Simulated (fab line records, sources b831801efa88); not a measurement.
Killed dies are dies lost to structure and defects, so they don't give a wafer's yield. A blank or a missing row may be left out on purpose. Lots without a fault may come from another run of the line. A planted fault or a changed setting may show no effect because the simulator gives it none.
fab line records | flow sfq_line | part 2 of 2: steps 29 to 39 of 39
record lots=5 wafers=15 last_day=82
route steps=325 shown I2@114 M3@118 I3@133 M4@148
lots that met no fault: from a run of the same line without faults
start_h: hours from the record's first day to the start of the lot's first wafer shown | wait_h: hours since the lot's step before | " the same as in the row above | L1.1+2: a row that stands for several wafers | - no value, or no start given | * or withheld: withheld | < > ~ a bound
route shown NAME@n: a module of which the file shows steps, and the number in the route of the first | usual: mean/standard deviation of fault-free wafers | same: alike in all rows | chamber/n: place in a boat | sites: the reading at each site | _std_site: their standard deviation | _edge_site: outer sites' mean less inner sites' | radius_mm: how far each site lies from the wafer's centre | mask NAME#n: copy n | behind: the tool/chamber that last shaped the wafer | hold: why the lot was held/for how many hours/how that ended | device: the transistor (n, p or np) that didn't switch | end of line: the same wafers' tests at the end of the route | a step without rows: its recipe alone | killed: dies lost to structure and defects at the first sort, not the wafer's yield | map: a wafer's dies, x killed, . not, _ none there
set.NAME: the setting as run; set.NAME@STEP: as run at that earlier step | model.NAME: the simulator's own value behind a step, which no gauge read
lots at some steps of the route; a table a step, a row a wafer
services: from which hour (start_h, from the record's first day; less than 0 if before it) a tool's chamber was out of use, for how many hours, and why
## steps
# step SFQ_I3_OVL_MEAS_923
# usual I3_OVL=-1/6.4
# columns lot.wafer tool chamber start_h wait_h I3_OVL[nm]
L080.1 overlay-01 - 991.11 0.1 3
L080.2 " - " " -1
L080.5 " - " " 1
L087.1 overlay-01 - 1209.62 0.1 -19
L087.2 " - " " -8
L087.6 " - " " -16
L093.2 overlay-02 - 1311.38 0.1 0
L093.3 " - " " -10
L093.4 " - " " -5
L094.2 overlay-02 - 1322.18 0.1 0
L094.4 " - " " 0
L094.6 " - " " 0
L095.3 overlay-02 - 1323.39 0.1 7
L095.4 " - " " -4
L095.6 " - " " -3
# step SFQ_TRILAYER_I3_VIA_BARC_OPEN_VIA_ETCH_121
# recipe mask_material=PR chemistry=O2 target_depth_nm=125 target=BARC source_w=500 bias_w=80 pressure_mtorr=30 time_s=41.7
# usual drypump_motor_current_A=5.8/0.62 oes_product_au=0.685/0.005
# columns lot.wafer tool chamber start_h wait_h drypump_motor_current_A oes_product_au rf_hours_counter_h
L080.1 rie_diel-02 0 991.14 0.0 6.4 0.677 7
L080.2 " 1 " " 4.8 0.679 6
L080.5 " 0 " " 6.4 0.688 -
L087.1 rie_diel-03 0 1209.65 0.0 5.1 0.682 2
L087.2 " 2 " " 6.5 0.678 16
L087.6 " 1 " " 6.5 0.681 -
L093.2 rie_diel-03 1 1311.41 0.0 6.5 0.685 11
L093.3 " 2 " " 6.5 0.685 18
L093.4 " 0 " " 5.1 0.683 3
L094.2 rie_diel-03 3 1322.21 0.0 5.3 0.690 15
L094.4 " 1 " " 6.5 0.687 11
L094.6 " 0 " " 5.1 0.691 -
L095.3 rie_diel-02 2 1323.41 0.0 5.6 0.681 17
L095.4 " 1 " " 4.8 0.682 -
L095.6 " 0 " " 6.4 0.683 -
# step SFQ_TRILAYER_I3_VIA_ETCH_VIA_ETCH_088
# recipe target=SiO2 stop_on=Nb mask_material=PR taper_deg=20 chemistry=CHF3 target_depth_nm=260 source_w=500 bias_w=80 pressure_mtorr=30 time_s=withheld
# usual drypump_motor_current_A=5.8/0.62 oes_product_au=0.855/0.0052
# columns lot.wafer tool chamber start_h wait_h drypump_motor_current_A oes_product_au
L080.1 rie_diel-02 0 991.18 0.0 6.3 0.850
L080.2 " 1 " " 4.8 0.858
L080.5 " 0 " " 6.4 0.849
L087.1 rie_diel-03 0 1209.69 0.0 5.1 0.848
L087.2 " 2 " " 6.5 0.849
L087.6 " 1 " " 6.5 0.852
L093.2 rie_diel-03 1 1311.45 0.0 6.5 0.857
L093.3 " 2 " " 6.5 0.850
L093.4 " 0 " " 5.1 0.859
L094.2 rie_diel-03 3 1322.25 0.0 5.2 0.857
L094.4 " 1 " " 6.5 0.850
L094.6 " 0 " " 5.1 0.851
L095.3 rie_diel-02 2 1323.45 0.0 5.6 0.851
L095.4 " 1 " " 4.8 0.856
L095.6 " 0 " " 6.4 0.858
# step SFQ_TRILAYER_I3_VIA_STRIP_STRIP_089
# recipe gas=O2 power_w=200 platen_temp_c=40 overash_fraction=0.65 chemistry=O2 pressure_mtorr=50
# usual drypump_motor_current_A=5.5/0.44 oes_product_au=1.002/0.008
# columns lot.wafer tool chamber start_h wait_h drypump_motor_current_A oes_product_au rf_hours_counter_h
L080.1 rie_metal-04 1 991.30 - 5.0 1.000 67
L080.2 " 0 " " 5.2 1.003 1
L080.5 " 1 " " 5.0 0.998 -
L087.1 rie_metal-04 1 1209.81 - 5.0 1.007 98
L087.2 " 0 " " 5.2 1.018 29
L087.6 " 0 " " 5.2 1.013 -
L093.2 rie_metal-03 1 1311.77 - 5.0 1.007 -
L093.3 " 1 " " 5.0 0.998 -
L093.4 " 1 " " 5.0 1.002 -
L094.2 rie_metal-03 1 1322.37 - 4.9 1.003 24
L094.4 " 0 " " 6.1 1.010 -
L094.6 " 1 " " 5.0 1.000 -
L095.3 rie_metal-04 0 1323.77 - 5.2 1.033 -
L095.4 " 1 " " 5.0 0.999 -
L095.6 " 0 " " 5.2 1.018 -
# step SFQ_TRILAYER_I3_VIA_STRIP_SOLV_CLEAN_090
# recipe chemistry=NMP temp_c=70 time_s=600
# columns lot.wafer tool chamber start_h wait_h
L080.1+2+5 wet_bench-03 6,5,3 991.90 0.4
L087.1+2+6 wet_bench-02 5,6,0 1210.41 0.4
L093.2+3+4 wet_bench-04 7,1,3 1312.77 0.8
L094.2+4+6 wet_bench-04 4,1,2 1322.97 0.4
L095.3+4+6 wet_bench-02 2,3,7 1324.17 0.2
# step SFQ_TRILAYER_M4_DEP_PRE_CLEAN_092
# recipe gas=Ar time_s=22.5 bias_v=250
# columns lot.wafer tool chamber start_h wait_h
L080.1+2+5 pvd_sputter-04 - 992.07 0.0
L087.1+2+6 pvd_sputter-03 - 1210.58 0.0
L093.2+3+4 pvd_sputter-03 - 1312.94 0.0
L094.2+4+6 pvd_sputter-06 - 1323.14 0.0
L095.3+4+6 pvd_sputter-03 - 1324.34 0.0
# step SFQ_TRILAYER_M4_DEP_SPUTTER_091
# recipe material=Nb base_pressure_pa=1.33e-06 chamber_pressure_pa=0.1333 substrate_temp_c=20 resputter_cathode_voltage_v=400 target_thk_nm=200 power_w=2000 time_s=133.3
# usual throttle_valve_pct=30.4/0.99
# columns lot.wafer tool chamber start_h wait_h throttle_valve_pct
L080.1 pvd_sputter-04 - 992.10 0.0 29.1
L080.2 " - " " 30.7
L080.5 " - " " 30.5
L087.1 pvd_sputter-03 - 1210.61 0.0 31.3
L087.2 " - " " 29.9
L087.6 " - " " 32.2
L093.2 pvd_sputter-03 - 1312.97 0.0 29.2
L093.3 " - " " 32.4
L093.4 " - " " 29.9
L094.2 pvd_sputter-06 - 1323.17 0.0 30.1
L094.4 " - " " 31.6
L094.6 " - " " 29.4
L095.3 pvd_sputter-03 - 1324.37 0.0 30.1
L095.4 " - " " 29.5
L095.6 " - " " 31.0
# step SFQ_M4_RS_MEAS_924
# recipe thk_meas_gauge=four-point-probe reads=Nb_of_TRILAYER_M4_DEP_SPUTTER_091
# usual M4_NB_RS=0.891/0.0086
# columns lot.wafer tool chamber start_h wait_h M4_NB_RS[ohm/sq]
L080.1 film_metro-03 - 992.19 0.0 0.890
L080.2 " - " " 0.898
L080.5 " - " " 0.891
L087.1 film_metro-03 - 1210.70 0.0 0.895
L087.2 " - " " 0.900
L087.6 " - " " 0.894
L093.2 film_metro-04 - 1313.08 0.1 0.868
L093.3 " - " " 0.873
L093.4 " - " " 0.878
L094.2 film_metro-02 - 1323.28 0.1 0.874
L094.4 " - " " 0.881
L094.6 " - " " 0.888
L095.3 film_metro-03 - 1324.50 0.1 0.904
L095.4 " - " " 0.892
L095.6 " - " " 0.903
# step SFQ_TRILAYER_M4_LITHO_COAT_098
# recipe resist=BARC spin_rpm=3000 resist_thk_nm=62
# columns lot.wafer tool chamber start_h wait_h
L080.1+2+5 litho_track-04 0 992.37 0.1
L087.1+2+6 litho_track-04 0 1210.88 0.1
L093.2+3+4 litho_track-02 0 1313.29 0.1
L094.2+4+6 litho_track-02 0 1323.49 0.1
L095.3+4+6 litho_track-02 0 1324.74 0.1
# step SFQ_TRILAYER_M4_LITHO_COAT_093
# recipe resist=KrF spin_rpm=3000 resist_thk_nm=600
# columns lot.wafer tool chamber start_h wait_h
L080.1+2+5 litho_track-04 0 992.67 0.2
L087.1+2+6 litho_track-04 0 1211.18 0.2
L093.2+3+4 litho_track-02 0 1313.59 0.2
L094.2+4+6 litho_track-02 0 1323.79 0.2
L095.3+4+6 litho_track-02 0 1325.04 0.2
# step SFQ_TRILAYER_M4_LITHO_SOFTBAKE_097
# recipe temp_c=withheld time_s=withheld resist=KrF
# columns lot.wafer tool chamber start_h wait_h
L080.1+2+5 litho_track-04 0 992.97 0.2
L087.1+2+6 litho_track-04 0 1211.48 0.2
L093.2+3+4 litho_track-02 0 1313.87 0.2
L094.2+4+6 litho_track-02 0 1324.07 0.2
L095.3+4+6 litho_track-02 0 1325.29 0.2
## services
# columns tool chamber start_h hours kind
krf_scanner-02 - 696.16 0.8 pm
rie_metal-02 - 718.40 2.8 pm
rie_diel-03 - 769.94 2.8 pm
krf_scanner-02 - 779.71 1.0 pm
krf_scanner-02 - 806.28 2.0 repair
krf_scanner-02 - 808.33 4.0 pm
krf_scanner-02 - 818.05 0.4 repair
rie_diel-03 0 831.82 6.7 repair
rie_diel-03 - 833.68 1.0 repair
rie_diel-02 - 836.02 10.0 pm
krf_scanner-02 - 841.05 1.3 pm
krf_scanner-02 - 848.53 1.0 pm
krf_scanner-02 - 864.73 0.8 pm
rie_diel-03 0 885.47 4.3 repair
rie_diel-02 0 909.13 7.5 repair
rie_diel-02 2 909.38 58.0 repair
rie_diel-03 3 930.66 2.7 repair
krf_scanner-02 - 930.68 0.7 repair
krf_scanner-02 - 978.29 1.4 repair
rie_metal-02 - 997.45 14.6 pm
rie_diel-02 - 1007.97 0.5 repair
rie_metal-02 0 1012.95 3.4 repair
krf_scanner-02 - 1018.85 1.3 pm
krf_scanner-02 - 1020.15 1.0 pm
